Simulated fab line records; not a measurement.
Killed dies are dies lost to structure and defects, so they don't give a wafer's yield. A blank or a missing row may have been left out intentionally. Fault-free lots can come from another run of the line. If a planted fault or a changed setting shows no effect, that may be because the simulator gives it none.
Which tool is to blame?	flow gf180mcu	7 lots, 21 wafers sampled, at 2 steps of a route of 602

## WHAT THE GAUGES SHOWED, per wafer
GF_PSD_RS_MEAS_14: the measuring method here is four-point-probe.
lot	measured	on	NSD_RS (ohm/sq)
L294	day 15 03:29	film-metro-01	46.19 46.22 46.20
L296	day 16 13:28	film-metro-04	46.19 45.96 46.22
L299	day 16 22:32	film-metro-04	46.22 46.28 46.23
L301	day 18 00:56	film-metro-04	46.98 46.98 47.00
L308	day 20 18:57	film-metro-02	46.11 46.03 46.06
L311	day 21 21:11	film-metro-04	46.09 46.25 46.27
L314	day 22 13:29	film-metro-02	46.03 45.93 45.98

## WHICH TOOL RAN EACH LOT (tool, then ch and the chambers of the sampled wafers, then the start)
lot	GF_NSD_IMPLANT_10
L294	implanter-03 ch 0, day 14 06:14
L296	implanter-02 ch 0, day 15 14:49
L299	implanter-02 ch 0, day 16 00:28
L301	implanter-03 ch 0, day 17 01:37
L308	implanter-01 ch 0, day 19 17:50
L311	implanter-01 ch 0, day 20 20:47
L314	implanter-02 ch 0, day 21 13:28
- GF_NSD_IMPLANT_10

## THE ANSWER, worked out from the rows above alone
Rule: usual is defined by the lots themselves. The widest of any qualifying gaps counts: lots, ordered by their means at a reading, are off when they make up no more than a third of the lots, leave a main group of 4 or more, and stand apart from it by 3 or more times the standard deviation of that group's means. The tables above print the reading to a certain number of digits; a main group whose means all agree to those digits is not used. A lot without any number at a reading at which 4 lots or more have one is off too. The other lots that the step has rows for count as sound.
Off: L301, seen at GF_PSD_RS_MEAS_14 (NSD_RS). For the main group the mean is 46.14 ohm/sq and the standard deviation 0.091.
If a tool, at a process step before that reading, ran all the lots that are off and no sound lot after the first of them, it fits. Those tools and the gauges at GF_PSD_RS_MEAS_14 are tried in the same way. One candidate fits, namely implanter-03 at GF_NSD_IMPLANT_10. Its last sound lot is L294 (day 14 06:14), its first lot that is off L301 (day 17 01:37): a fault that began between those two fits.

## WHAT THE SIMULATOR HAD INSERTED
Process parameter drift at GF_NSD_IMPLANT_10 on implanter-03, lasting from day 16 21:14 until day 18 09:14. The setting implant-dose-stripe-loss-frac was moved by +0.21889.
Struck lots among those shown: L301. The rule above found the same.
